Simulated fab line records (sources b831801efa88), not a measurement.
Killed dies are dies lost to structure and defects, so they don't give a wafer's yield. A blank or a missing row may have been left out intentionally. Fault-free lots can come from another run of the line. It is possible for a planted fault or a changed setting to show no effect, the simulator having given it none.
A lot that was struck, set against a sound lot | flow sky130 | 36 out of 708 route steps
Sound: these wafers, L261.4, L261.5, L261.6. The struck wafers were L266.2, L266.3, L266.4. Last of all comes the cause.
For every step that has rows: the tool of each side, followed by ch and its chambers, followed by its first start. Under that, the readings that differ: sound wafers | struck wafers | difference of the means | sigmas: that difference in standard deviations of wafers without a fault.
alike: words and numbers the same on both sides, and readings whose means are apart by under 2 such deviations; not compared: readings that were withheld, readings missing a value for some wafer, numbers with overlapping values and no deviation given by the record, and bounds like >300 which may hide the same value.
A row with sigmas, a row that says differs or no value, or rows on one side alone: a step with any of these is where the two part. Numbers that have no deviation but don't overlap get no sigmas and don't part them. A reading that every wafer of one side lacks parts them only if that side has two wafers or more.

first, 10 steps without rows for these wafers: SKY_POLY_CUT_ETCH_10 (etches BARC in N2/H2, stops on SiO2, time 45.9 s, target depth 60 nm); SKY_POLY_CUT_ETCH_11 (etches Si3N4 in CF4/CH2F2/Ar, stops on poly-Si, time 42.5 s, target depth 60 nm); SKY_POLY_CUT_STRIP_12 (strips in O2/N2); SKY_SD_P_DEHYDRATE_00 (time 60 s); SKY_SD_P_HMDS_01 (prime time 60 s); SKY_SD_P_COAT_02 (resist thk 1140 nm); SKY_SD_P_SOFTBAKE_03 (time 60 s); SKY_SD_P_EXPOSE_04 (exposes mask PSDM, target cd 380 nm); SKY_SD_P_PEB_05; SKY_SD_P_DEVELOP_06 (develop time 60 s).
SKY_SD_P_IMPLANT_09:
  sound on implanter-03 ch 0, day 30 06:47; struck on implanter-03 ch 0, day 32 00:14
  reading       | sound                 | struck                        | difference | sigmas
  dose-ions-cm2 | 2.993e+15 3e+15 3e+15 | 2.091e+15 2.094e+15 2.089e+15 | -9.063e+14 | -99 or more
SKY_SD_P_STRIP_10: strips in O2/N2.
  sound on plasma-asher-03 ch 0,1, day 30 06:54; struck on plasma-asher-03 ch 0,1, day 32 00:22
  reading                      | sound             | struck            | difference | sigmas
  oes-product-au (a.u.)        | 0.620 0.615 0.618 | 0.638 0.636 0.625 | +0.015     | +3
  strip-time-to-endpoint-s (s) | 17.48 17.50 17.52 | 16.78 16.75 16.80 | -0.72      | -20
  alike: drypump-motor-current-A
  not compared: rf-hours-counter-h
SKY_SD_P_TW_MEAS_11:
  sound: film-metro-02 at day 30 06:59; struck: film-metro-02 at day 32 00:28
  reading | sound          | struck         | difference | sigmas
  SD_P_TW | 2807 2824 2826 | 2609 2612 2611 | -208       | -10
then, 21 steps without rows for these wafers: SKY_RES_XHIGH_DEHYDRATE_00 (time 60 s); SKY_RES_XHIGH_HMDS_01 (prime time 60 s); SKY_RES_XHIGH_COAT_02 (resist thk 1140 nm); SKY_RES_XHIGH_SOFTBAKE_03 (time 60 s); SKY_RES_XHIGH_EXPOSE_04 (exposes mask URPM, target cd 1270 nm); SKY_RES_XHIGH_PEB_05; SKY_RES_XHIGH_DEVELOP_06 (develop time 60 s); SKY_RES_XHIGH_IMPLANT_07; SKY_RES_XHIGH_STRIP_08 (strips in O2/N2); SKY_SD_N_DEHYDRATE_00 (time 60 s); SKY_SD_N_HMDS_01 (prime time 60 s); SKY_SD_N_COAT_02 (resist thk 1140 nm); SKY_SD_N_SOFTBAKE_03 (time 60 s); SKY_SD_N_EXPOSE_04 (exposes mask NSDM, target cd 380 nm); SKY_SD_N_PEB_05; SKY_SD_N_DEVELOP_06 (develop time 60 s); SKY_SD_N_IMPLANT_09; SKY_SD_N_IMPLANT_10; SKY_SD_N_STRIP_11 (strips in O2/N2); SKY_SD_N_CLEAN_13 (cleans in SC1/SC2, time 150 s); SKY_SD_N_RTA_14 (time 2 s).
-- the record jumps here: 2 days lie between the struck wafers' starts before and after --
SKY_SD_N_RS_MEAS_17: measures by four-point-probe.
  sound: film-metro-02 at day 32 15:24; struck: film-metro-04 at day 34 06:01
  reading          | sound             | struck            | difference | sigmas
  SD_P_RS (ohm/sq) | 147.4 147.3 147.3 | 152.4 152.7 153.4 | +5.5       | +14
-- here the record skips 16 days between the struck wafers' starts before and after, leaving off in module SD_N and picking up in module PAD_OPEN (first step shown: number 708 of the route) --
SKY_PAD_OPEN_PROBE_99:
  sound: prober-02 at day 49 01:53; struck: prober-01 at day 50 03:37
  reading                             | sound             | struck            | difference | sigmas
  killed-at-other                     | 2 2 1             | 0 1 0             | -1         | -2
  model.etest.licon-high-po.rc-ohm    | 349.9 350.8 373.4 | 621.5 596.7 616.6 | +253.6     |
  model.etest.res-high-po.line-ohm-um | 762 748.8 768.9   | 983.6 986 980.7   | +223.5     |
  model.etest.res-pdiff.line-ohm-um   | 1418 1427 1395    | 1531 1526 1521    | +113       |
  model.etest.pfet_01v8.r-on-ohm-um   | 2940 2851 2914    | 3016 3036 3038    | +128       |
  model.etest.res-high-po.rs-ohm-sq   | 266.3 262.5 270.1 | 342.6 347.6 345   | +78.8      |
  model.etest.licon-pdiff.rc-ohm      | 595.2 584.8 590.9 | 687.9 679.9 658.7 | +85.2      |
  model.etest.res-pdiff-hv.rs-ohm-sq  | 190.6 190.8 190.1 | 210.6 210.2 211.6 | +20.3      |
  alike: killed_at_M0_to_M3, killed_at_M4_up, killed-at-contacts, killed-at-front-end, killed-dies, killed-open, killed-short
  not compared: model.etest.pfet-g5v0d10v5.r-on-ohm-um

== WHERE THEY PART ==
First at SKY_SD_P_IMPLANT_09; last, within this record, at SKY_PAD_OPEN_PROBE_99.

WHY: what the simulator had put in
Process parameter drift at SKY_SD_P_IMPLANT_09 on implanter-03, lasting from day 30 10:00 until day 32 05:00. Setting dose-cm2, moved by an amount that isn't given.
